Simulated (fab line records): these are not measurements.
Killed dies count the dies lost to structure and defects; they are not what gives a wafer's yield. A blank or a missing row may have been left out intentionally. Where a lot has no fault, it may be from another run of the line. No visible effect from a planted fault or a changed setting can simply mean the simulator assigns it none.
8D (eight disciplines) problem report, filled in by code + flow gf180mcu + the parts of the form that need people (team, actions taken, sign-off) are left out

== 1. THE ISSUE ==
Wafers without a fault read 89.09 s, standard deviation 0.2; run_length_s at GF_LVPWELL_DEHYDRATE_00 reads a mean of 98.67 s on 6 wafers belonging to 2 lots. Relative to the usual mean, that is a shift of +48 standard deviations.
The step: time 60 s.
The first sign was on wafer L846.2 at day 4 23:59, on litho_track-01. The record has a number at this step for 42 wafers belonging to 14 lots. The rule behind "out" and "out of limits": a value lying over 4 standard deviations away from the usual mean. The rest of the wafers with a number are treated as sound.

== 2. WHAT IT IS, AND WHAT IT ISN'T ==
| question                    | is                     | is not                                                                                                         |
|-----------------------------|------------------------|----------------------------------------------------------------------------------------------------------------|
| which readings at this step | run_length_s           | -                                                                                                              |
| which lots                  | L846, L850             | L840, L841, L842, L844, L849, L855, L856, L857, L859, L861, L862, L863                                         |
| which wafers of those lots  | all that have a number | -                                                                                                              |
| read on which tools         | litho_track-01         | litho_track-02, litho_track-03                                                                                 |
| when                        | from day 4 23:59       | up to then (12 sound wafers); but 24 sound wafers of L849, L855, L856, L857, L859, L861, L862, L863 came after |

== 3. SUSPECTS, AND WHAT RULES EACH OUT ==
Counting: any tool at a process step up to the reading is kept as a suspect provided that every lot that is out went through it and no sound lot did after the first of them.
- litho_track-01 at GF_LVPWELL_DEHYDRATE_00 (time 60 s): ruled out as a lasting fault. The sound lots L863 went through it after L846, its earliest lot that is out (day 4 23:59).
Left after counting: nothing in the record.

== 4. THE CAUSE (what the simulator had put in) ==
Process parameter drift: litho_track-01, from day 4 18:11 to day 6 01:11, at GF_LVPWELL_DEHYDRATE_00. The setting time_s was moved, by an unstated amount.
Counting ruled it out, wrongly.

== 5. THE CHAIN OF EFFECTS, in route order ==
Each row: a reading whose mean over the struck wafers that have a number lies more than 3 standard deviations from the usual. Only readings for which the record gives a usual standard deviation are gone through. hours: the time from each lot's start at the first step in this table that gives one to its start at this step, as a median over the lots. sigmas: the change in usual standard deviations.
| hours | step                    | reading      | usual   | on struck wafers | change | sigmas |
|-------|-------------------------|--------------|---------|------------------|--------|--------|
| 0     | GF_LVPWELL_DEHYDRATE_00 | run_length_s | 89.09 s | 98.67            | +9.58  | +48    |
Here are the process steps it includes:
- GF_LVPWELL_DEHYDRATE_00: time 60 s.

== 6. HOW IT WOULD HAVE BEEN CAUGHT EARLIER ==
In this record the first reading out of limits was taken at day 4 23:59, 6 hours after the fault began at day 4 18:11.
